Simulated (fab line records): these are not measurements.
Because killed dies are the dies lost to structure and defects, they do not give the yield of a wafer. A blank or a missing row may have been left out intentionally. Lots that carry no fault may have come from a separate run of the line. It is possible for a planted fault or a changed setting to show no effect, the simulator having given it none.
What tool caused it? -- flow gf180mcu -- Sampling: 7 lots, 21 wafers, 2 of 602 route steps

WHAT EACH GAUGE READ, for each wafer
GF_V2_OVL_MEAS_15.
lot,measured,on,V2_OVL (nm)
L901,day 21 09:59,overlay-01,-1 -1 -1
L903,day 21 20:14,overlay-01,9 3 7
L910,day 24 07:00,overlay-01,-1 -7 -3
L913,day 25 09:23,overlay-02,3 7 -2
L915,day 26 04:06,overlay-01,8 1 7
L919,day 27 03:56,overlay-01,14 3 1
L922,day 27 17:16,overlay-02,-1 -6 -6

WHAT TOOL EACH LOT RAN ON (gives the tool, then ch and the chambers of the sampled wafers, and finally the start)
lot,GF_DUAL_GATE_CLEAN_01
L901,"wet bench-03 ch 2, day 8 03:54"
L903,"wet bench-02 ch 3, day 8 13:44"
L910,"wet bench-01 ch 0, day 10 12:09"
L913,"wet bench-01 ch 3, day 11 12:32"
L915,"wet bench-03 ch 2, day 12 04:24"
L919,"wet bench-01 ch 2, day 13 04:39"
L922,"wet bench-01 ch 3, day 13 21:47"
- GF_DUAL_GATE_CLEAN_01: cleans in dHF, time 20 s.

THE ANSWER, worked out from the rows above alone
Rule: the lots themselves supply what counts as usual. The widest of any qualifying gaps counts: lots, ordered by their means at a reading, are off when they make up no more than a third of the lots, leave a main group of 4 or more, and stand apart from it by 3 or more times the standard deviation of that group's means. A main group whose means are all the same, to the digits that the tables above print for the reading, isn't used. A lot without any number at a reading at which 4 lots or more have one is off too. All remaining lots with rows at the step are treated as sound.
Across all readings shown, no lot is off: no conclusion can be drawn from this.

WHAT THE SIMULATOR PUT IN
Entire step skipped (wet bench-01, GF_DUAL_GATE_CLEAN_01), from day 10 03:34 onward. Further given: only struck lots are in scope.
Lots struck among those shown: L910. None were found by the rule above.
